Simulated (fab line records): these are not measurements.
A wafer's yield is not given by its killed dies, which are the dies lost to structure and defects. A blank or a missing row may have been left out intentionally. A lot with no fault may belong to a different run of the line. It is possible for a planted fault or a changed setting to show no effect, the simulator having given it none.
Which tool was responsible?    flow sky130    42 wafers sampled from 14 lots at 1 step of a route of 708

WHAT THE GAUGES READ, wafer by wafer
The record holds no reading of a measuring or inspecting step that can be judged against a usual standard deviation.

TOOL THAT RAN EACH LOT (tool first, then ch and the chambers of the sampled wafers, then the start)
lot   SKY_METAL4_SPUTTER_03
L411  pvd_sputter-02, day 40 11:46
L413  pvd_sputter-03, day 41 07:26
L415  pvd_sputter-03, day 41 14:40
L414  pvd_sputter-01, day 41 19:10
L416  pvd_sputter-03, day 42 01:16
L417  pvd_sputter-02, day 42 06:32
L418  pvd_sputter-03, day 42 08:16
L419  pvd_sputter-03, day 42 17:47
L421  pvd_sputter-02, day 43 12:26
L422  pvd_sputter-02, day 43 14:22
L423  pvd_sputter-02, day 44 04:22
L427  pvd_sputter-03, day 44 21:46
L428  pvd_sputter-03, day 44 23:13
L429  pvd_sputter-03, day 46 12:53
- SKY_METAL4_SPUTTER_03: material Ti, target thk 5 nm, time 3.3 s.

WHAT THE TOOLS THEMSELVES READ (means of the sampled wafers that have a number; where no wafer has one, the mark that the record gives instead)
SKY_METAL4_SPUTTER_03.
lot   tool            cathode_dc_power_W (W)  throttle_valve_pct (%)
L411  pvd_sputter-02  2999.9                  29.6
L413  pvd_sputter-03  2999.6                  29.4
L415  pvd_sputter-03  3000.8                  29.4
L414  pvd_sputter-01  3000.1                  30.7
L416  pvd_sputter-03  2999.9                  30.5
L417  pvd_sputter-02  3000.2                  29.4
L418  pvd_sputter-03  3000.1                  30.4
L419  pvd_sputter-03  2999.5                  30.2
L421  pvd_sputter-02  3000.1                  28.9
L422  pvd_sputter-02  3000.0                  29.1
L423  pvd_sputter-02  2999.5                  29.4
L427  pvd_sputter-03  2999.7                  30.5
L428  pvd_sputter-03  2972.9                  30.4
L429  pvd_sputter-03  2972.4                  30.2

THE ANSWER, worked out from the rows above alone
Rule: usual is defined by the lots themselves. Put in order of their means at a reading, lots are off if they are a third of the lots or fewer, leave a main group of 4 or more, and stand apart from it by a gap of 3 or more times the standard deviation of the main group's means; of several such gaps the widest counts. The tables above print the reading to a certain number of digits; a main group whose means all agree to those digits is not used. Also off: a lot with no number at a reading for which 4 or more lots have one. Any other lot the step has rows for is counted as sound. The gauges are gone through in route order, then the tools' own readings, and for those a lot's mean is taken as printed above. At the first step where some lot is off, the reading lying furthest off is the one used; lots without a number count as furthest.
Off at SKY_METAL4_SPUTTER_03 (cathode_dc_power_W): L428, L429. The main group has a mean of 2999.9 W with a standard deviation of 0.35.
If a tool, at that step or one of the process steps before it, ran each lot that is off and ran no sound lot following the first of them, it fits. One fits: SKY_METAL4_SPUTTER_03 on pvd_sputter-03. Its last sound lot is L427 (day 44 21:46), its first lot that is off L428 (day 44 23:13): a fault that began between those two fits.
On the lots that are off, the tool's own readings at SKY_METAL4_SPUTTER_03 differ by more than 5 times the standard deviation of the sound lots' means, which bears it out; cathode_dc_power_W reads 2972.7 W there versus 2999.9 W on the sound lots.

WHAT WAS PUT IN BY THE SIMULATOR
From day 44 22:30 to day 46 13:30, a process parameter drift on pvd_sputter-03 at SKY_METAL4_SPUTTER_03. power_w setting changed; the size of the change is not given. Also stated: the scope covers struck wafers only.
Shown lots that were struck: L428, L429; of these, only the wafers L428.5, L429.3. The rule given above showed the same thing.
